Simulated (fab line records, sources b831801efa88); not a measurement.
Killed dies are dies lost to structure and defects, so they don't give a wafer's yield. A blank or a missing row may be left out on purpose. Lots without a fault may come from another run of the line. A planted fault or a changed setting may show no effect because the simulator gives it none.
One fault seen from 2 desks | flow gf180mcu | each desk has only its own numbers; what lay behind them comes last

THE METROLOGY DESK
What the gauges read, lot by lot, whatever tool the lot ran on: means of the sampled wafers that have a number. A lot is out of limits, marked OUT, if its mean lies more than 4 standard deviations from the usual mean; the brackets give that distance.
Columns: A = V3_BOW at GF_V3_BOW_MEAS_05, usual 115 um; B = cd_nm at GF_V3_CD_MEAS_14, usual 260.1 nm; C = M4_ALCU_THK at GF_M4_THK_MEAS_06, usual 470 nm
lot  | first seen here | A   | B     | C
L756 | day 21 09:58    | 111 | 261.2 | 477
L757 | day 21 17:23    | 118 | 258.8 | 461
L758 | day 22 01:23    | 110 | 260.3 | 472
L759 | day 22 13:20    | 114 | 259.9 | 474
L760 | day 22 20:01    | 122 | 259.7 | 461
L761 | day 23 08:32    | 111 | 259.5 | 470
L762 | day 23 17:31    | 118 | 260.2 | 465
L764 | day 24 08:36    | 125 | 261.0 | 470
L766 | day 25 00:40    | 110 | 260.0 | 466
L769 | day 26 02:02    | 123 | 261.3 | 478
L773 | day 27 02:34    | 117 | 260.5 | 473
L775 | day 27 18:04    | 108 | 260.7 | 471
L778 | day 28 14:24    | 120 | 261.3 | 465
L779 | day 29 02:45    | 120 | 261.7 | 466
This desk's finding: nothing out of limits on any of the 14 lots.

THE TOOL OWNER'S DESK: pvd_sputter-04
The tool's own readings at GF_M4_SPUTTER_03 (material Ti, target thk 10 nm, time 6.7 s): means of the sampled wafers that have a number, for each lot that ran on this tool. A lot is out of limits, marked OUT, if its mean lies more than 4 standard deviations from the usual mean; the brackets give that distance.
Columns: A = cathode_dc_power_W at GF_M4_SPUTTER_03, usual 3000.0 W; B = throttle_valve_pct at GF_M4_SPUTTER_03, usual 29.8 %
lot  | first seen here | A                        | B
L757 | day 22 19:09    | 3000.0                   | 30.8
L760 | day 23 20:19    | 2999.4                   | 30.6
L762 | day 24 17:02    | 3000.2                   | 30.7
L766 | day 25 23:46    | 2999.5                   | 30.8
L773 | day 28 00:00    | 2721.1 (-99 or more) OUT | 30.1
L775 | day 28 15:35    | 2721.6 (-99 or more) OUT | 30.5
This desk's finding: out of limits on L773, L775; first on L773, day 28 00:00 (cathode_dc_power_W at GF_M4_SPUTTER_03). In limits: L757, L760, L762, L766.

PUT TOGETHER
The tool owner's desk could have raised an alarm at day 28 00:00, on L773, L775.
The metrology desk saw nothing out of limits.
The metrology desk has L773, L775 on record, within its limits.
Of the lots named, all ran GF_M4_SPUTTER_03 on pvd_sputter-04.

WHAT THE SIMULATOR HAD PUT IN
Process parameter drift: pvd_sputter-04, from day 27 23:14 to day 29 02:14, at GF_M4_SPUTTER_03. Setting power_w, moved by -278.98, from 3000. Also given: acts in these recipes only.
Lots struck among those shown: L773, L775.
Hours from the fault's start to each desk's first reading out of limits: the tool owner's desk, 1.
